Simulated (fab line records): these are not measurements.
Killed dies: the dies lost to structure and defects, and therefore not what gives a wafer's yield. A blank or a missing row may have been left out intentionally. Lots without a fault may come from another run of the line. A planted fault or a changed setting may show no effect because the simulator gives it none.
Comparing a struck lot with a sound one    flow sky130    44 steps out of a route of 708
Sound: wafers L295.3, L295.4, L295.5. Struck: wafers L303.2, L303.3, L303.5. The cause comes at the end.
For every step that has rows: the tool of each side, followed by ch and its chambers, followed by its first start. Under that, the readings that differ: sound wafers    struck wafers    difference of the means    sigmas: that difference in standard deviations of wafers without a fault.
alike: readings whose means differ by less than 2 such deviations, and words and numbers that are the same on both sides. not compared: withheld readings, readings that some wafer has no value for, bounds like >300 that may hide the same value, and numbers for which the record gives no deviation and whose values overlap.
Wherever a step has rows on one side only, a row that says differs or no value, or a row with sigmas, the two part there. Non-overlapping numbers with no deviation appear without sigmas and do not part them. A reading that every wafer of one side lacks parts them only if that side has two wafers or more.

first, 7 steps without rows for these wafers: SKY_VIA2_ETCH_15 (etches SiO2 in C4F8/O2/Ar, stops on TiN, target depth 546 nm, time 84 s); SKY_VIA2_STRIP_16 (strips in O2/N2); SKY_VIA2_STRIP_17 (strips in post etch residue remover, time 1200 s); SKY_VIA2_CLEAN_18 (cleans in IPA, time 180 s); SKY_VIA2_CLEAN_19 (cleans in O3/DIW); SKY_VIA2_SPUTTER_20 (material TiN, target thk 20 nm, time 80 s); SKY_VIA2_CVD_21 (deposits W, target thk 420 nm, time 126.4 s).
SKY_VIA2_RS_MEAS_22: measurement is done with a four-point probe.
  struck on film-metro-01, day 42 16:19; sound on film-metro-01, day 40 08:56
  alike: VIA2_W_RS
SKY_VIA2_THK_MEAS_23: measures by xrf.
  struck on film-metro-01, day 42 16:26; sound on film-metro-01, day 40 09:02
  alike: VIA2_W_THK
then, 2 steps without rows for these wafers: SKY_VIA2_CMP_24 (polishes, stops on SiO2, t overpolish 20 s, target thk 0 nm); SKY_METAL3_SPUTTER_00 (material Ti, target thk 15 nm, time 10 s).
SKY_METAL3_SPUTTER_01: material TiN, target thk 20 nm, time 16.7 s.
  struck on pvd-sputter-04, day 42 16:48; sound on pvd-sputter-01, day 40 09:24
  alike: cathode-dc-power-W, throttle-valve-pct
SKY_METAL3_SPUTTER_02: material AlCu, target thk 735 nm, time 39.1 s.
  struck on pvd-sputter-04, day 42 16:49; sound on pvd-sputter-01, day 40 09:25
reading                                      sound              struck             difference  sigmas
cathode-dc-power-W (W)                       10596 10600 10596  10054 10055 10056  -542        -99 or more
model.AlCu_of_METAL3_SPUTTER_02.thk-nm (nm)  738.3 734.5 735.5  685.3 692.7 678.5  -50.6       
  alike: throttle-valve-pct
SKY_METAL3_SPUTTER_03: material Ti, target thk 5 nm, time 3.3 s.
  struck on pvd-sputter-04, day 42 16:52; sound on pvd-sputter-01, day 40 09:28
  alike: cathode-dc-power-W, throttle-valve-pct
then, 1 step without rows for these wafers: SKY_METAL3_SPUTTER_04 (material TiN, target thk 70 nm, time 58.3 s).
SKY_CAPM_CVD_00: deposits SiO2, target thk 15.5 nm.
  sound on pecvd-03 ch 0,2, day 40 09:32; struck on pecvd-03 ch 0,2, day 42 16:56
  alike: heater-power-w
SKY_CAPM_THK_MEAS_01:
  struck on film-metro-01, day 42 16:58; sound on film-metro-04, day 40 09:34
  alike: CAPM_CVD_00_THK
SKY_CAPM_SPUTTER_02: material TiN, target thk 200 nm, time 166.7 s.
  struck on pvd-sputter-01, day 42 17:01; sound on pvd-sputter-02, day 40 09:37
  alike: cathode-dc-power-W, throttle-valve-pct
SKY_CAPM_RS_MEAS_03: measurement is done with a four-point probe.
  struck on film-metro-04, day 42 17:08; sound on film-metro-01, day 40 09:46
  alike: CAPM_TIN_RS
SKY_CAPM_THK_MEAS_04: measures by xrf.
  struck on film-metro-04, day 42 17:15; sound on film-metro-01, day 40 09:52
  alike: CAPM_TIN_THK
then, 7 steps without rows for these wafers: SKY_CAPM_DEHYDRATE_05 (time 60 s); SKY_CAPM_HMDS_06 (prime time 60 s); SKY_CAPM_COAT_07 (resist thk 1140 nm); SKY_CAPM_SOFTBAKE_08 (time 60 s); SKY_CAPM_EXPOSE_09 (exposes mask CAPM, target cd 1000 nm); SKY_CAPM_PEB_10; SKY_CAPM_DEVELOP_11 (develop time 60 s).
SKY_CAPM_OVL_MEAS_12:
  struck on overlay-02, day 43 17:48; sound on overlay-01, day 41 13:12
  alike: CAPM_OVL
SKY_CAPM_METAL_ETCH_13: etches TiN in Cl2/BCl3, stops on SiO2, target depth 220 nm, time 62.9 s.
  sound on rie-metal-02 ch 0,1, day 41 13:15; struck on rie-metal-02 ch 0, day 43 17:50
  alike: chamber-pressure-mTorr, drypump-motor-current-A, he-backside-leak-sccm, oes-product-au, throttle-valve-pct
  not compared: rf-hours-counter-h
then, 12 steps without rows for these wafers: SKY_CAPM_STRIP_14 (strips in O2/N2); SKY_CAPM_STRIP_15 (strips in post etch residue remover, time 1200 s); SKY_CAPM_CLEAN_16 (cleans in IPA, time 180 s); SKY_CAPM_CLEAN_17 (cleans in O3/DIW); SKY_METAL3_DEHYDRATE_05 (time 60 s); SKY_METAL3_HMDS_06 (prime time 60 s); SKY_METAL3_COAT_07 (resist thk 60 nm); SKY_METAL3_COAT_08 (resist thk 1140 nm); SKY_METAL3_SOFTBAKE_09 (time 90 s); SKY_METAL3_EXPOSE_10 (exposes mask MM3, target cd 300 nm); SKY_METAL3_PEB_11; SKY_METAL3_DEVELOP_12 (develop time 60 s).
SKY_METAL3_CD_MEAS_13: target cd 300 nm.
  struck on cd-sem-01, day 44 17:43; sound on cd-sem-02, day 42 15:08
  alike: cd-nm
SKY_METAL3_METAL_ETCH_18: etches the open film in Cl2/BCl3, stops on SiO2, target depth 845 nm, time 183.1 s.
  sound on rie-metal-01 ch 0,1, day 42 15:28; struck on rie-metal-02 ch 0,1, day 44 18:00
reading                sound              struck             difference  sigmas
oes-product-au (a.u.)  0.877 0.860 0.867  0.839 0.844 0.842  -0.026      -4
  alike: chamber-pressure-mTorr, drypump-motor-current-A, he-backside-leak-sccm, throttle-valve-pct
  not compared: rf-hours-counter-h
-- the record jumps here: 6 days lie between the struck wafers' starts before and after (it left off in module METAL3 and takes up again in module PAD_OPEN, whose first step shown is number 708 of the route) --
SKY_PAD_OPEN_PROBE_99:
  struck on prober-01, day 51 04:41; sound on prober-01, day 49 13:18
reading                       sound                    struck                   difference  sigmas
killed_at_M4_up               5 5 7                    0 1 1                    -5          -3
model.etest.met3.line-ohm-um  0.1376 0.1386 0.1385     0.1553 0.1466 0.1586     +0.0153     
model.etest.met3.rs-ohm-sq    0.04224 0.04283 0.04215  0.04547 0.04469 0.04661  +0.00318    
  alike: defect-limited-yield, killed_at_M0_to_M3, killed-at-contacts, killed-at-front-end, killed-at-other, killed-dies, killed-open, killed-short, sort_bin_3_pad_short, sort_bin_5_function, sort_bin_6_memory, sort-n-pass, sort-yield-pct

== WHERE THEY PART ==
Earliest at SKY_METAL3_SPUTTER_02; latest, in this record, at SKY_PAD_OPEN_PROBE_99.

WHY: the cause the simulator had injected
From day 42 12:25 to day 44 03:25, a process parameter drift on pvd-sputter-04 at SKY_METAL3_SPUTTER_02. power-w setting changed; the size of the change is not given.
